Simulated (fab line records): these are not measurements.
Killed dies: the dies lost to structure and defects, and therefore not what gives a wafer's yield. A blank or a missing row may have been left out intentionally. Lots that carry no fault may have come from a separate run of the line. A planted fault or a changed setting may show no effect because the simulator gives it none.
Chamber matching    flow sky130    4 sister chambers for SKY_CONTACT_CMP_27 on cmp-02
The step polishes, stops on SiO2, t overpolish 15 s, target thk 0 nm. 8 wafers are shown with their chamber, then 9 later ones without.

WAFERS PAIRED WITH THEIR CHAMBERS
wafer   chamber  motorCurrentA (A)  overpolishRunS (s)
L821.1  1        10.1               15.008
L822.2  1        9.8                14.982
L828.1  3        11.3               14.994
L828.4  0        10.8               15.007
L828.5  2        12.1               15.022
L830.1  2        12.3               15.003
L830.3  3        10.7               14.991
L830.6  0        10.9               14.997

WAFERS MISSING THEIR CHAMBER
wafer   motorCurrentA (A)  overpolishRunS (s)
L831.1  11.5               15.011
L831.3  12.8               14.992
L831.6  11.0               14.994
L832.1  12.5               14.994
L832.4  11.1               14.998
L832.6  9.9                14.992
L833.1  10.7               15.011
L833.3  11.8               14.996
L833.6  11.1               15.000

EACH ONE'S CHAMBER
wafer   from the rows above           in truth
L831.1  can't be placed: 3 or 0 or 2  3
L831.3  2                             2
L831.6  can't be placed: 3 or 0       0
L832.1  2                             2
L832.4  can't be placed: 3 or 0       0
L832.6  1                             1
L833.1  can't be placed: 0 or 3       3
L833.3  can't be placed: 2 or 3 or 0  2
L833.6  can't be placed: 3 or 0       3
Correctly placed: 3 of 9. From these rows, 6 cannot be placed; in 6 the true chamber is one of the candidates. Wrongly placed: 0.
How it was worked out, from the rows above alone: a wafer's distance from a chamber is the root of the sum, over the readings, of the square of ((its reading less the chamber's mean) divided by the reading's scatter). If the next closest chamber is less than 2 further off than the closest, the wafer can't be placed; otherwise it belongs to the closest. For every chamber, the mean is computed from those of its wafers that are shown. The scatter: take each reading less its chamber's mean, square it, sum over the shown wafers, divide by the number of wafers less the number of chambers, and take the root.
